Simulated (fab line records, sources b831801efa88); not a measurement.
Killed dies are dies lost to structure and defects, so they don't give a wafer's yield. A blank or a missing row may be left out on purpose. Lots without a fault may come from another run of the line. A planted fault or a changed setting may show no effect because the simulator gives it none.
Which tool did it? | flow sky130 | 12 lots, 36 wafers sampled, at 2 steps of a route of 708

WHAT THE GAUGES READ, wafer by wafer
SKY_LOCAL_INTERCONNECT_CD_MEAS_11: target cd 170 nm.
lot  | measured     | on        | cd_nm (nm)
L446 | day 30 11:53 | cd_sem-02 | 170.5 171.0 170.0
L448 | day 31 10:44 | cd_sem-01 | 168.4 168.3 169.1
L449 | day 32 03:31 | cd_sem-01 | 170.3 169.8 170.4
L451 | day 32 03:56 | cd_sem-01 | 171.6 170.0 170.6
L450 | day 32 04:56 | cd_sem-02 | 169.6 172.0 169.8
L460 | day 35 19:49 | cd_sem-02 | 168.8 169.1 169.3
L461 | day 36 13:22 | cd_sem-02 | 170.7 169.6 169.9
L463 | day 36 14:08 | cd_sem-02 | 170.8 172.1 172.9
L464 | day 36 16:04 | cd_sem-01 | 170.9 171.5 171.7
L465 | day 36 21:07 | cd_sem-02 | 171.1 169.8 170.2
L467 | day 37 13:25 | cd_sem-02 | 170.6 168.8 169.4
L468 | day 37 19:11 | cd_sem-01 | 170.4 170.3 169.4

WHICH TOOL RAN EACH LOT (tool, then ch and the chambers of the sampled wafers, then the start)
lot  | SKY_LI_CONTACT_SPUTTER_20
L446 | pvd_sputter-01, day 29 06:08
L448 | pvd_sputter-01, day 30 06:08
L449 | pvd_sputter-03, day 30 22:54
L451 | pvd_sputter-02, day 30 23:02
L450 | pvd_sputter-03, day 31 00:28
L460 | pvd_sputter-02, day 34 16:15
L461 | pvd_sputter-02, day 35 10:01
L463 | pvd_sputter-01, day 35 11:15
L464 | pvd_sputter-02, day 35 13:01
L465 | pvd_sputter-01, day 35 18:11
L467 | pvd_sputter-02, day 36 10:43
L468 | pvd_sputter-02, day 36 15:52
- SKY_LI_CONTACT_SPUTTER_20: material TiN, target thk 20 nm, time 80 s.

WHAT THE TOOLS THEMSELVES READ (means of the sampled wafers that have a number; where no wafer has one, the mark that the record gives instead)
SKY_LI_CONTACT_SPUTTER_20.
lot  | tool           | cathode_dc_power_W (W) | throttle_valve_pct (%)
L446 | pvd_sputter-01 | 4000.6                 | 30.2
L448 | pvd_sputter-01 | 4000.6                 | 30.6
L449 | pvd_sputter-03 | 4000.4                 | 29.9
L451 | pvd_sputter-02 | 3999.4                 | 30.3
L450 | pvd_sputter-03 | 3999.4                 | 31.0
L460 | pvd_sputter-02 | 4000.5                 | 30.6
L461 | pvd_sputter-02 | 4000.1                 | 30.4
L463 | pvd_sputter-01 | 4000.2                 | 30.9
L464 | pvd_sputter-02 | 3999.9                 | 30.5
L465 | pvd_sputter-01 | 3999.6                 | 30.6
L467 | pvd_sputter-02 | 4000.1                 | 31.4
L468 | pvd_sputter-02 | 4000.1                 | 30.3

THE ANSWER, worked out from the rows above alone
Rule: what is usual is taken from the lots themselves. Put in order of their means at a reading, lots are off if they are a third of the lots or fewer, leave a main group of 4 or more, and stand apart from it by a gap of 3 or more times the standard deviation of the main group's means; of several such gaps the widest counts. A main group whose means are all the same, to the digits that the tables above print for the reading, isn't used. A lot without any number at a reading at which 4 lots or more have one is off too. The other lots that the step has rows for count as sound. The gauges are gone through in route order, then the tools' own readings, and for those a lot's mean is taken as printed above. The first step at which some lot is off is used, and at that step the reading that is off furthest; a lot without a number counts as furthest.
No lot is off at any reading shown: from this, nothing can be told.

WHAT THE SIMULATOR HAD PUT IN
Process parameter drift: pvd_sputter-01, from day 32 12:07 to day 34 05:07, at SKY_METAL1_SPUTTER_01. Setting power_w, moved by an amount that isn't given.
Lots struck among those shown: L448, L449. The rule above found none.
